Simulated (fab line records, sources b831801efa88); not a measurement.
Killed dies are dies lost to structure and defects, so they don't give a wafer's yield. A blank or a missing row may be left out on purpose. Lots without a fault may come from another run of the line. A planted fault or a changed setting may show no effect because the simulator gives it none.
Which tool did it? | flow gf180mcu | 6 lots, 18 wafers sampled, at 2 steps of a route of 602

WHAT THE GAUGES READ, wafer by wafer
GF_M1_OVL_MEAS_15.
lot  | measured     | on         | M1_OVL (nm)
L264 | day 18 16:16 | overlay-01 | -14 7 -4
L266 | day 19 12:10 | overlay-01 | -3 2 0
L268 | day 20 04:10 | overlay-02 | 12 5 -2
L272 | day 21 16:52 | overlay-01 | 0 -5 8
L277 | day 23 06:49 | overlay-01 | -5 -4 4
L281 | day 24 21:01 | overlay-02 | -6 -5 -1

WHICH TOOL RAN EACH LOT (tool, then ch and the chambers of the sampled wafers, then the start)
lot  | GF_M1_SPUTTER_02
L264 | pvd_sputter-03, day 17 16:35
L266 | pvd_sputter-04, day 18 11:13
L268 | pvd_sputter-04, day 19 03:53
L272 | pvd_sputter-04, day 20 17:06
L277 | pvd_sputter-03, day 22 08:37
L281 | pvd_sputter-04, day 23 22:01
- GF_M1_SPUTTER_02: material AlCu, target thk 450 nm, time 23.9 s.

THE ANSWER, worked out from the rows above alone
Rule: what is usual is taken from the lots themselves. Put in order of their means at a reading, lots are off if they are a third of the lots or fewer, leave a main group of 4 or more, and stand apart from it by a gap of 3 or more times the standard deviation of the main group's means; of several such gaps the widest counts. A main group whose means are all the same, to the digits that the tables above print for the reading, isn't used. A lot without any number at a reading at which 4 lots or more have one is off too. The other lots that the step has rows for count as sound.
No lot is off at any reading shown: from this, nothing can be told.

WHAT THE SIMULATOR HAD PUT IN
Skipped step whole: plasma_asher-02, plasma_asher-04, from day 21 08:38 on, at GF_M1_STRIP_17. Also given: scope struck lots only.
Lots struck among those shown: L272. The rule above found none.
